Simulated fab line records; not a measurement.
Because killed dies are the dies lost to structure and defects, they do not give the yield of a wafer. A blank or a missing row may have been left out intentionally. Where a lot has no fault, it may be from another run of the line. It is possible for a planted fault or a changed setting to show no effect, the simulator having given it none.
fab line records    flow sky130
record: lots: 24  wafers: 72  last-day: 50
route steps=708 shown VT_ADJUST_LVTN@115 VIA1@472 METAL2@486 METAL4@630 METAL5@675
lots that met no fault: from a run of the same line without faults
start-h: start of the lot's first displayed wafer, in hours after the record's first day    wait-h: hours from the lot's prior step to this one    " the same as in the row above    L1.1+2: several wafers, shown together as one row    - either no value or no given start    * or withheld: withheld    < > ~ a bound
route shown NAME@n: names a module that has steps shown in the file, with the first one's number in the route    usual: mean/standard deviation of fault-free wafers    same: alike in all rows    chamber/n: place in a boat    sites: per-site readings    _std_site: standard deviation of those values    _edge_site: mean of outer sites minus mean of inner sites    radius-mm: for every site, how far away it sits from the centre of the wafer    mask NAME#n: copy n    behind: the tool/chamber that last shaped the wafer    hold: what put the lot on hold/how long, in hours/how the hold closed    device: transistor that didn't switch, given as n, p or np    end of line: the tests these same wafers got at the end of their route    for a step that has no rows: nothing shown but its recipe    killed: count of dies lost to structure and defects at first sort (not the wafer's yield)    map: the dies of a wafer, with x for killed, . for not killed, _ for no die there
set.NAME: the run value of the setting; set.NAME@STEP: its run value at that earlier step    model.NAME: the simulator's own value behind a step, which no gauge read
a sample of lots followed through the steps of the route, with each step as a table and each wafer as a row
services: from which hour (start-h, from the record's first day; less than 0 if before it) a tool's chamber was out of use, for how many hours, and why
== steps ==
step: SKY_VT_ADJUST_LVTN_OVL_MEAS_18
usual: VT_ADJUST_LVTN_01_OVL: -0.4/1.8
lot.wafer  tool        chamber  start-h  wait-h  VT_ADJUST_LVTN_01_OVL[nm]
L074.2     overlay-01  -        167.04   0.1     -2.2
L074.3     "           -        "        "       -1.9
L074.4     "           -        "        "       0.6
L075.4     overlay-01  -        171.10   0.1     -0.8
L075.5     "           -        "        "       -0.4
L075.6     "           -        "        "       0.3
L076.1     overlay-01  -        179.02   0.1     -1.1
L076.2     "           -        "        "       -1.9
L076.4     "           -        "        "       -1.1
L077.1     overlay-02  -        181.52   0.1     1.4
L077.2     "           -        "        "       2.1
L077.5     "           -        "        "       -0.3
L078.1     overlay-02  -        190.53   0.1     -0.2
L078.2     "           -        "        "       -0.5
L078.3     "           -        "        "       -0.3
L079.2     overlay-02  -        195.49   0.1     2.5
L079.3     "           -        "        "       2.9
L079.6     "           -        "        "       2.8
L080.1     overlay-01  -        204.92   0.1     -3.1
L080.3     "           -        "        "       -1.0
L080.6     "           -        "        "       0.6
L081.4     overlay-01  -        207.19   0.1     -3.0
L081.5     "           -        "        "       -3.3
L081.6     "           -        "        "       -2.7
L082.4     overlay-02  -        217.35   0.1     1.0
L082.5     "           -        "        "       0.1
L082.6     "           -        "        "       -1.5
L083.1     overlay-01  -        221.17   0.1     0.4
L083.2     "           -        "        "       -0.1
L083.3     "           -        "        "       2.8
L084.3     overlay-01  -        227.75   0.1     -0.5
L084.5     "           -        "        "       -2.3
L084.6     "           -        "        "       -1.6
L085.1     overlay-01  -        232.18   0.1     0.9
L085.2     "           -        "        "       0.2
L085.5     "           -        "        "       0.2
L086.1     overlay-02  -        242.78   0.1     0.0
L086.2     "           -        "        "       1.3
L086.5     "           -        "        "       0.4
L087.3     overlay-01  -        247.68   0.1     -2.7
L087.4     "           -        "        "       -2.9
L087.6     "           -        "        "       -4.5
L088.2     overlay-01  -        257.78   0.1     -1.3
L088.4     "           -        "        "       0.7
L088.6     "           -        "        "       0.1
L089.4     overlay-02  -        261.69   0.1     2.0
L089.5     "           -        "        "       2.2
L089.6     "           -        "        "       0.2
L090.1     overlay-01  -        278.48   0.1     -0.4
L090.5     "           -        "        "       -0.3
L090.6     "           -        "        "       -1.5
L091.1     overlay-01  -        281.33   0.1     -2.2
L091.4     "           -        "        "       -2.6
L091.5     "           -        "        "       -3.4
L093.1     overlay-01  -        288.32   0.1     -1.3
L093.4     "           -        "        "       -1.5
L093.6     "           -        "        "       -1.0
L092.1     overlay-01  -        288.62   0.1     2.3
L092.4     "           -        "        "       1.9
L092.5     "           -        "        "       2.7
L094.1     overlay-01  -        297.97   0.1     -1.8
L094.3     "           -        "        "       -2.1
L094.4     "           -        "        "       -2.0
L095.1     overlay-01  -        310.02   0.1     0.4
L095.3     "           -        "        "       4.2
L095.6     "           -        "        "       1.3
L096.1     overlay-02  -        321.42   0.1     0.6
L096.2     "           -        "        "       -1.3
L096.3     "           -        "        "       -1.7
L097.3     overlay-02  -        330.90   0.1     0.3
L097.4     "           -        "        "       0.9
L097.6     "           -        "        "       0.0
step: SKY_VIA1_ETCH_14
recipe: chemistry: N2/H2  target: BARC  ion-energy-ev: 200  source-w: 500  bias-w: 100  pressure-mtorr: 30  n2-flow-sccm: 100  h2-flow-sccm: 200  stop-on: SiO2  time-s: 45.9  target-depth-a: 600
usual: drypump-motor-current-A: 5.8/0.45  h2-flow-sccm: 200.0/0.54  oes-product-au: 0.855/0.0044  throttle-valve-pct: 13.225/0.009
lot.wafer  tool         chamber  start-h  wait-h  drypump-motor-current-A  h2-flow-sccm  oes-product-au  rf-hours-counter-h  throttle-valve-pct
L075.4     rie-diel-04  0        806.92   0.0     5.8                      200.5         0.851           14                  13.228
L075.5     "            1        "        "       5.1                      200.6         0.857           -                   13.212
L075.6     "            2        "        "       5.9                      200.7         0.860           -                   13.244
L074.2     rie-diel-02  2        810.43   0.0     5.8                      200.1         0.853           2                   13.231
L074.3     "            3        "        "       6.2                      200.1         0.857           11                  13.219
L074.4     "            0        "        "       6.3                      200.5         0.853           21                  13.225
L076.1     rie-diel-04  1        820.44   0.0     5.1                      199.6         0.859           17                  13.221
L076.2     "            3        "        "       5.8                      200.6         0.860           7                   13.235
L076.4     "            0        "        "       5.8                      201.1         0.858           14                  13.221
L077.1     rie-diel-03  2        824.53   0.0     6.0                      200.4         0.857           5                   13.227
L077.2     "            3        "        "       6.5                      199.8         0.855           9                   13.229
L077.5     "            2        "        "       6.0                      200.5         0.856           -                   13.226
L078.1     rie-diel-03  1        832.88   0.0     5.0                      199.7         0.860           19                  13.212
L078.2     "            2        "        "       6.0                      200.6         0.854           5                   13.222
L078.3     "            3        "        "       6.5                      199.8         0.855           9                   13.230
L079.2     rie-diel-04  2        835.83   0.0     5.8                      199.6         0.850           3                   13.234
L079.3     "            3        "        "       5.8                      199.3         0.859           7                   13.214
L079.6     "            0        "        "       5.7                      199.4         0.854           -                   13.232
L080.1     rie-diel-04  2        846.99   0.0     5.9                      200.6         0.860           3                   13.231
L080.3     "            1        "        "       5.1                      200.0         0.856           18                  13.217
L080.6     "            2        "        "       5.9                      200.0         0.856           -                   13.225
L081.4     rie-diel-02  3        849.05   0.0     6.1                      199.5         0.856           -                   13.224
L081.5     "            1        "        "       6.6                      199.1         0.851           -                   13.230
L081.6     "            2        "        "       5.9                      199.7         0.852           -                   13.245
L082.4     rie-diel-03  0        857.34   0.0     5.8                      200.1         0.845           18                  13.209
L082.5     "            3        "        "       6.5                      200.3         0.857           -                   13.229
L082.6     "            2        "        "       6.0                      199.1         0.847           -                   13.232
L083.1     rie-diel-02  1        863.44   0.0     6.6                      199.9         0.856           8                   13.234
L083.2     "            3        "        "       6.2                      201.1         0.848           13                  13.228
L083.3     "            2        "        "       5.9                      199.8         0.855           4                   13.220
L084.3     rie-diel-02  1        870.28   0.0     6.6                      200.0         0.852           9                   13.237
L084.5     "            0        "        "       6.2                      200.1         0.851           -                   13.216
L084.6     "            3        "        "       6.2                      199.5         0.858           -                   13.217
L085.1     rie-diel-03  0        880.14   0.0     5.8                      200.6         0.855           18                  13.238
L085.2     "            2        "        "       6.0                      199.7         0.857           6                   13.225
L085.5     "            2        "        "       6.0                      200.0         0.860           -                   13.230
L086.1     rie-diel-04  0        885.88   0.0     5.8                      199.5         0.851           17                  13.218
L086.2     "            1        "        "       5.1                      199.5         0.851           19                  13.214
L086.5     "            0        "        "       5.8                      199.7         0.856           -                   13.225
L087.3     rie-diel-04  1        892.78   0.0     5.1                      199.6         0.852           19                  13.232
L087.4     "            2        "        "       5.9                      199.4         0.858           5                   13.226
L087.6     "            0        "        "       5.8                      199.5         0.855           -                   13.222
L088.2     rie-diel-04  2        904.44   0.0     5.8                      199.6         0.853           5                   13.222
L088.4     "            0        "        "       5.8                      200.1         0.855           17                  13.223
L088.6     "            2        "        "       5.9                      199.1         0.856           -                   13.227
L089.4     rie-diel-04  3        907.68   0.0     5.9                      200.8         0.858           10                  13.233
L089.5     "            2        "        "       5.9                      199.7         0.854           -                   13.234
L089.6     "            3        "        "       5.9                      200.3         0.862           -                   13.206
L090.1     rie-diel-04  1        922.28   0.0     5.1                      199.8         0.861           20                  13.221
L090.5     "            3        "        "       5.8                      199.8         0.854           -                   13.223
L090.6     "            0        "        "       5.8                      200.4         0.847           -                   13.213
L091.1     rie-diel-03  1        926.63   0.0     5.0                      201.0         0.853           21                  13.228
L091.4     "            2        "        "       6.0                      200.9         0.854           7                   13.207
L091.5     "            1        "        "       5.0                      199.7         0.852           -                   13.215
L093.1     rie-diel-03  3        929.74   0.0     6.5                      199.9         0.854           11                  13.232
L093.4     "            0        "        "       5.8                      199.9         0.863           20                  13.227
L093.6     "            0        "        "       5.8                      200.2         0.858           -                   13.220
L092.1     rie-diel-04  2        932.78   0.0     5.8                      199.9         0.864           6                   13.225
L092.4     "            0        "        "       5.8                      199.9         0.852           18                  13.222
L092.5     "            3        "        "       5.8                      200.0         0.854           -                   13.215
L094.1     rie-diel-02  3        937.88   0.0     6.1                      199.9         0.863           15                  13.222
L094.3     "            0        "        "       6.2                      200.2         0.851           24                  13.227
L094.4     "            2        "        "       5.9                      199.8         0.860           6                   13.212
L095.1     rie-diel-04  2        953.78   0.0     5.8                      199.9         0.861           7                   13.207
L095.3     "            1        "        "       5.1                      199.8         0.852           21                  13.207
L095.6     "            2        "        "       5.9                      199.8         0.847           -                   13.219
L096.1     rie-diel-02  0        961.94   0.0     6.3                      200.5         0.851           25                  13.231
L096.2     "            1        "        "       6.7                      200.6         0.853           11                  13.249
L096.3     "            2        "        "       5.9                      200.3         0.848           6                   13.218
L097.3     rie-diel-03  2        971.48   0.0     6.0                      200.0         0.856           9                   13.231
L097.4     "            0        "        "       5.8                      200.3         0.852           21                  13.228
L097.6     "            2        "        "       6.0                      200.2         0.850           -                   13.217
step: SKY_VIA1_CMP_24
recipe: stop-on: SiO2  t-overpolish-s: 15  down-force-psi: 3.5  platen-rpm: 60  target-thk-nm: 0  pad-velocity-m-s: 0.94248
usual: motor-current-A: 11.4/1.2  overpolish-run-s: 15.000/0.0095  time-to-endpoint-s: 64.6/2.8
lot.wafer  tool    chamber  start-h  wait-h  motor-current-A  overpolish-run-s  time-to-endpoint-s
L075.4     cmp-02  1        807.97   0.0     12.6             14.991            64.5
L075.5     "       1        "        "       13.5             15.006            64.7
L075.6     "       2        "        "       12.9             15.015            64.9
L074.2     cmp-02  3        811.45   0.0     11.4             14.981            66.6
L074.3     "       0        "        "       9.3              14.998            64.4
L074.4     "       2        "        "       12.7             14.987            65.9
L076.4     cmp-02  1        821.45   0.0     13.1             14.996            64.4
L076.2     "       3        "        "       11.1             15.003            68.3
L076.1     "       0        "        "       9.1              15.011            66.0
L077.2     cmp-01  2        825.56   0.0     9.8              14.988            68.8
L077.1     "       0        "        "       11.4             15.003            61.9
L077.5     "       2        "        "       10.6             15.005            69.5
L078.3     cmp-02  3        833.89   0.0     12.0             15.011            65.0
L078.1     "       0        "        "       9.3              14.995            67.4
L078.2     "       1        "        "       12.8             15.003            62.7
L079.3     cmp-01  3        836.90   0.1     11.6             15.004            65.2
L079.2     "       1        "        "       11.8             14.995            69.1
L079.6     "       3        "        "       11.3             15.001            64.7
L080.3     cmp-01  1        848.10   0.1     11.6             14.994            66.1
L080.1     "       2        "        "       10.3             14.996            67.8
L080.6     "       3        "        "       11.6             15.010            66.1
L081.4     cmp-02  1        850.15   0.1     12.1             15.015            62.1
L081.6     "       3        "        "       10.7             14.983            67.9
L081.5     "       0        "        "       9.0              14.997            66.5
L082.4     cmp-02  3        858.52   0.2     11.3             15.004            64.9
L082.6     "       0        "        "       9.3              14.992            65.2
L082.5     "       1        "        "       13.0             15.006            64.0
L083.3     cmp-01  1        864.81   0.0     11.4             14.997            68.7
L083.2     "       2        "        "       10.6             15.001            69.3
L083.1     "       3        "        "       12.1             14.995            64.0
L084.3     cmp-01  0        871.51   0.1     11.8             14.998            66.3
L084.5     "       2        "        "       10.4             15.004            66.2
L084.6     "       3        "        "       11.3             15.014            65.9
L085.2     cmp-02  1        881.16   0.0     13.8             15.006            61.7
L085.1     "       3        "        "       11.4             15.004            62.4
L085.5     "       2        "        "       12.4             15.009            62.4
L086.1     cmp-01  1        886.94   0.1     11.6             15.009            70.0
L086.2     "       2        "        "       10.2             15.001            71.8
L086.5     "       1        "        "       11.6             15.022            68.4
L087.4     cmp-02  0        893.84   0.1     9.6              15.014            65.1
L087.3     "       1        "        "       12.7             15.013            63.4
L087.6     "       3        "        "       11.0             14.994            64.8
L088.2     cmp-02  2        905.55   0.0     12.7             15.010            62.5
L088.4     "       1        "        "       13.5             14.990            64.2
L088.6     "       2        "        "       12.7             15.012            64.9
L089.4     cmp-02  1        908.99   0.3     13.6             14.998            64.5
L089.6     "       2        "        "       12.7             15.018            62.2
L089.5     "       3        "        "       11.6             14.997            61.1
L090.1     cmp-02  2        923.50   0.2     12.7             14.997            62.1
L090.6     "       3        "        "       11.1             14.982            62.1
L090.5     "       0        "        "       9.7              14.990            62.9
L091.1     cmp-01  1        927.73   0.1     11.4             14.997            64.8
L091.4     "       2        "        "       10.4             15.004            65.9
L091.5     "       1        "        "       11.8             14.996            65.0
L093.1     cmp-02  2        930.79   0.1     13.0             14.981            59.1
L093.4     "       1        "        "       13.5             14.980            61.7
L093.6     "       3        "        "       11.3             15.008            59.4
L092.4     cmp-02  1        933.82   0.0     13.0             15.007            64.4
L092.1     "       0        "        "       9.3              15.005            65.7
L092.5     "       1        "        "       13.0             14.999            64.3
L094.1     cmp-02  0        938.90   0.1     9.7              15.000            66.9
L094.3     "       2        "        "       11.6             14.989            64.8
L094.4     "       3        "        "       10.6             15.016            66.1
L095.1     cmp-02  2        954.93   0.1     12.3             15.014            56.2
L095.3     "       3        "        "       11.2             14.984            60.6
L095.6     "       0        "        "       9.4              15.011            58.1
L096.2     cmp-01  3        962.98   0.0     11.6             14.997            63.6
L096.3     "       0        "        "       11.0             15.015            62.3
L096.1     "       1        "        "       11.6             15.001            64.7
L097.4     cmp-02  0        972.50   0.0     9.4              14.999            68.5
L097.3     "       1        "        "       13.3             15.003            64.6
L097.6     "       1        "        "       13.1             14.989            68.0
step: SKY_METAL2_SPUTTER_03
recipe: material: Ti  target-thk-nm: 5  power-w: 3000  time-s: 3.3  chamber-pressure-pa: 0.4
usual: throttle-valve-pct: 30.2/0.67
lot.wafer  tool            chamber  start-h  wait-h  throttle-valve-pct
L075.4     pvd-sputter-03  -        808.34   0.0     29.8
L075.5     "               -        "        "       30.2
L075.6     "               -        "        "       30.8
L074.2     pvd-sputter-03  -        811.82   0.0     30.2
L074.3     "               -        "        "       31.0
L074.4     "               -        "        "       29.7
L076.1     pvd-sputter-01  -        821.82   0.0     30.8
L076.2     "               -        "        "       30.2
L076.4     "               -        "        "       30.0
L077.1     pvd-sputter-02  -        825.93   0.0     31.4
L077.2     "               -        "        "       29.5
L077.5     "               -        "        "       29.1
L078.1     pvd-sputter-02  -        834.27   0.0     31.1
L078.2     "               -        "        "       30.0
L078.3     "               -        "        "       29.1
L079.2     pvd-sputter-03  -        837.22   0.0     30.2
L079.3     "               -        "        "       31.0
L079.6     "               -        "        "       30.0
L080.1     pvd-sputter-02  -        848.38   0.0     29.2
L080.3     "               -        "        "       30.0
L080.6     "               -        "        "       31.4
L081.4     pvd-sputter-01  -        850.42   0.0     30.7
L081.5     "               -        "        "       30.0
L081.6     "               -        "        "       30.6
L082.4     pvd-sputter-01  -        858.74   0.0     31.2
L082.5     "               -        "        "       30.6
L082.6     "               -        "        "       30.0
L083.1     pvd-sputter-03  -        865.18   0.0     29.8
L083.2     "               -        "        "       30.3
L083.3     "               -        "        "       30.1
L084.3     pvd-sputter-03  -        871.79   0.0     30.0
L084.5     "               -        "        "       30.4
L084.6     "               -        "        "       29.6
L085.1     pvd-sputter-03  -        881.53   0.0     30.8
L085.2     "               -        "        "       30.1
L085.5     "               -        "        "       29.6
L086.1     pvd-sputter-02  -        887.27   0.0     29.1
L086.2     "               -        "        "       31.5
L086.5     "               -        "        "       29.2
L087.3     pvd-sputter-03  -        894.16   0.0     30.1
L087.4     "               -        "        "       29.7
L087.6     "               -        "        "       31.0
L088.2     pvd-sputter-03  -        905.92   0.0     30.2
L088.4     "               -        "        "       30.1
L088.6     "               -        "        "       30.4
L089.4     pvd-sputter-03  -        909.21   0.0     30.1
L089.5     "               -        "        "       31.0
L089.6     "               -        "        "       30.2
L090.1     pvd-sputter-02  -        923.72   0.0     31.3
L090.5     "               -        "        "       31.7
L090.6     "               -        "        "       29.3
L091.1     pvd-sputter-02  -        928.05   0.0     29.1
L091.4     "               -        "        "       29.4
L091.5     "               -        "        "       29.3
L093.1     pvd-sputter-02  -        931.17   0.0     29.2
L093.4     "               -        "        "       29.3
L093.6     "               -        "        "       29.1
L092.1     pvd-sputter-02  -        934.20   0.0     29.1
L092.4     "               -        "        "       31.8
L092.5     "               -        "        "       30.0
L094.1     pvd-sputter-01  -        939.27   0.0     30.8
L094.3     "               -        "        "       31.1
L094.4     "               -        "        "       29.8
L095.1     pvd-sputter-01  -        955.21   0.0     30.7
L095.3     "               -        "        "       29.8
L095.6     "               -        "        "       29.9
L096.1     pvd-sputter-03  -        963.36   0.0     29.8
L096.2     "               -        "        "       30.3
L096.3     "               -        "        "       30.0
L097.3     pvd-sputter-01  -        972.87   0.0     29.9
L097.4     "               -        "        "       30.7
L097.6     "               -        "        "       30.2
step: SKY_METAL4_OVL_MEAS_14
usual: METAL4_OVL: -3/5.3
lot.wafer  tool        chamber  start-h  wait-h  METAL4_OVL[nm]
L075.4     overlay-02  -        991.97   0.1     -5
L075.5     "           -        "        "       -6
L075.6     "           -        "        "       -5
L074.2     overlay-02  -        995.65   0.1     2
L074.3     "           -        "        "       0
L074.4     "           -        "        "       1
L076.1     overlay-01  -        1004.30  0.1     -2
L076.2     "           -        "        "       -4
L076.4     "           -        "        "       -4
L077.1     overlay-01  -        1008.55  0.1     -3
L077.2     "           -        "        "       -8
L077.5     "           -        "        "       -8
L078.1     overlay-02  -        1015.25  0.1     0
L078.2     "           -        "        "       -7
L078.3     "           -        "        "       0
L079.2     overlay-02  -        1017.71  0.1     1
L079.3     "           -        "        "       -1
L079.6     "           -        "        "       -5
L080.1     overlay-02  -        1027.99  0.1     -10
L080.3     "           -        "        "       -7
L080.6     "           -        "        "       -8
L081.4     overlay-01  -        1028.76  0.1     -7
L081.5     "           -        "        "       -14
L081.6     "           -        "        "       -11
L082.4     overlay-02  -        1037.16  0.1     -5
L082.5     "           -        "        "       2
L082.6     "           -        "        "       -1
L083.1     overlay-01  -        1043.94  0.1     2
L083.2     "           -        "        "       4
L083.3     "           -        "        "       4
L084.3     overlay-02  -        1048.02  0.1     -9
L084.5     "           -        "        "       -9
L084.6     "           -        "        "       -9
L085.1     overlay-02  -        1057.20  0.1     -2
L085.2     "           -        "        "       -2
L085.5     "           -        "        "       -8
L086.1     overlay-02  -        1060.20  0.1     8
L086.2     "           -        "        "       3
L086.5     "           -        "        "       5
L087.3     overlay-02  -        1066.97  0.1     -10
L087.4     "           -        "        "       -3
L087.6     "           -        "        "       -8
L088.2     overlay-01  -        1079.06  0.1     -8
L088.4     "           -        "        "       -15
L088.6     "           -        "        "       -8
L089.4     overlay-02  -        1079.91  0.1     0
L089.5     "           -        "        "       5
L089.6     "           -        "        "       0
L090.1     overlay-02  -        1092.09  0.1     -1
L090.5     "           -        "        "       -9
L090.6     "           -        "        "       -4
L091.1     overlay-02  -        1095.84  0.1     -4
L091.4     "           -        "        "       -8
L091.5     "           -        "        "       6
L093.1     overlay-02  -        1100.10  0.1     -11
L093.4     "           -        "        "       -3
L093.6     "           -        "        "       -5
L092.1     overlay-02  -        1102.04  0.1     -2
L092.4     "           -        "        "       -1
L092.5     "           -        "        "       -1
L094.1     overlay-01  -        1105.94  0.1     -5
L094.3     "           -        "        "       -8
L094.4     "           -        "        "       -5
L095.1     overlay-02  -        1118.49  0.1     5
L095.3     "           -        "        "       7
L095.6     "           -        "        "       4
L096.1     overlay-02  -        1126.55  0.1     -4
L096.2     "           -        "        "       -5
L096.3     "           -        "        "       -1
L097.3     overlay-01  -        1133.87  0.1     6
L097.4     "           -        "        "       1
L097.6     "           -        "        "       -1
step: SKY_METAL5_DESCUM_14
recipe: chemistry: O2  source-power-w: 150  bias-power-w: 0  pressure-mtorr: 10  temp-c: 40  time-s: 11
usual: drypump-motor-current-A: 5.6/0.5  oes-product-au: 1.000/0.0087
lot.wafer  tool          chamber  start-h  wait-h  drypump-motor-current-A  oes-product-au  rf-hours-counter-h
L075.4     rie-metal-02  1        1040.83  0.1     5.2                      0.991           -
L075.5     "             1        "        "       5.2                      0.999           -
L075.6     "             0        "        "       6.4                      1.003           -
L074.2     rie-metal-01  0        1044.07  0.1     5.3                      1.002           17
L074.3     "             0        "        "       5.3                      1.010           -
L074.4     "             1        "        "       5.7                      0.991           -
L076.1     rie-metal-01  1        1051.17  0.1     5.7                      0.983           24
L076.2     "             0        "        "       5.2                      1.006           18
L076.4     "             0        "        "       5.2                      1.011           -
L077.1     rie-metal-01  1        1056.87  0.1     5.7                      0.984           24
L077.2     "             0        "        "       5.2                      0.995           18
L077.5     "             0        "        "       5.2                      0.990           -
L078.1     rie-metal-04  1        1062.07  0.1     5.3                      1.004           15
L078.2     "             0        "        "       6.3                      1.004           11
L078.3     "             0        "        "       6.3                      1.006           -
L079.2     rie-metal-01  0        1065.72  0.1     5.2                      1.000           19
L079.3     "             0        "        "       5.2                      0.993           -
L079.6     "             0        "        "       5.2                      0.992           -
L080.1     rie-metal-04  1        1075.07  0.1     5.3                      1.000           15
L080.3     "             0        "        "       6.3                      1.002           -
L080.6     "             1        "        "       5.3                      0.992           -
L081.4     rie-metal-01  1        1075.39  0.1     5.7                      0.993           -
L081.5     "             1        "        "       5.7                      0.990           -
L081.6     "             0        "        "       5.2                      1.012           -
L082.4     rie-metal-04  1        1082.64  0.1     5.3                      1.006           -
L082.5     "             0        "        "       6.3                      1.027           -
L082.6     "             1        "        "       5.3                      0.999           -
L083.1     rie-metal-04  1        1089.57  0.1     5.3                      0.994           17
L083.2     "             0        "        "       6.4                      1.004           13
L083.3     "             0        "        "       6.4                      1.005           -
L084.3     rie-metal-01  1        1092.89  0.1     5.7                      0.999           -
L084.5     "             1        "        "       5.7                      0.992           -
L084.6     "             0        "        "       5.3                      1.013           -
L085.1     rie-metal-02  1        1103.32  0.1     5.2                      0.986           13
L085.2     "             1        "        "       5.2                      0.992           -
L085.5     "             1        "        "       5.2                      0.993           -
L086.1     rie-metal-04  1        1104.48  0.1     5.3                      0.996           19
L086.2     "             1        "        "       5.3                      1.001           -
L086.5     "             1        "        "       5.3                      0.997           -
L087.3     rie-metal-02  1        1111.19  0.1     5.2                      0.989           -
L087.4     "             0        "        "       6.4                      1.006           -
L087.6     "             0        "        "       6.4                      1.003           -
L088.2     rie-metal-04  1        1122.73  0.1     5.3                      1.002           21
L088.4     "             1        "        "       5.3                      1.005           -
L088.6     "             0        "        "       6.4                      1.008           -
L089.4     rie-metal-01  0        1129.15  0.1     5.3                      1.009           -
L089.5     "             0        "        "       5.2                      1.013           -
L089.6     "             0        "        "       5.3                      1.005           -
L090.1     rie-metal-02  1        1135.23  0.1     5.2                      0.999           16
L090.5     "             0        "        "       6.4                      1.010           -
L090.6     "             1        "        "       5.2                      0.989           -
L091.1     rie-metal-01  0        1137.63  0.1     5.2                      0.995           27
L091.4     "             0        "        "       5.3                      1.002           -
L091.5     "             0        "        "       5.3                      1.005           -
L093.1     rie-metal-02  1        1141.92  0.1     5.2                      0.990           17
L093.4     "             1        "        "       5.2                      0.989           -
L093.6     "             1        "        "       5.2                      1.001           -
L092.1     rie-metal-04  1        1144.32  0.1     5.3                      1.002           23
L092.4     "             1        "        "       5.3                      1.003           -
L092.5     "             1        "        "       5.3                      1.002           -
L094.1     rie-metal-02  1        1147.47  0.1     5.2                      0.979           17
L094.3     "             1        "        "       5.2                      0.996           -
L094.4     "             0        "        "       6.4                      0.995           -
L095.1     rie-metal-02  0        1158.78  0.1     6.3                      1.006           11
L095.3     "             1        "        "       5.2                      0.991           -
L095.6     "             1        "        "       5.2                      0.992           -
L096.1     rie-metal-04  0        1167.52  0.1     6.4                      1.008           18
L096.2     "             1        "        "       5.3                      0.995           25
L096.3     "             1        "        "       5.3                      0.996           -
L097.3     rie-metal-04  0        1172.18  0.1     6.3                      1.001           -
L097.4     "             1        "        "       5.3                      1.009           -
L097.6     "             0        "        "       6.3                      1.014           -
== services ==
tool            chamber  start-h  hours  kind
cmp-01          -        784.77   2.9    repair
cmp-02          -        787.81   5.6    pm
rie-metal-01    -        810.15   14.6   pm
cmp-01          -        814.40   0.8    repair
pvd-sputter-03  -        814.96   2.6    repair
cmp-01          -        826.95   4.8    pm
cmp-02          -        836.85   0.8    repair
rie-metal-01    -        837.81   1.2    repair
cmp-02          -        846.64   2.4    repair
cmp-01          -        848.47   1.1    repair
pvd-sputter-03  -        858.00   2.0    repair
cmp-01          -        892.82   0.4    repair
cmp-01          -        907.14   7.5    pm
cmp-02          -        909.67   0.5    repair
pvd-sputter-03  -        911.76   4.0    repair
cmp-01          -        914.69   4.0    pm
cmp-01          -        931.04   23.4   repair
rie-metal-04    -        1033.62  2.8    pm
cmp-02          -        1054.84  4.6    pm
rie-diel-04     3        1062.01  1.8    repair
rie-diel-04     3        1066.56  6.9    repair
cmp-02          -        1084.12  4.0    pm
cmp-02          -        1099.61  0.3    repair
cmp-02          -        1100.02  0.6    repair
== key ==
fault none
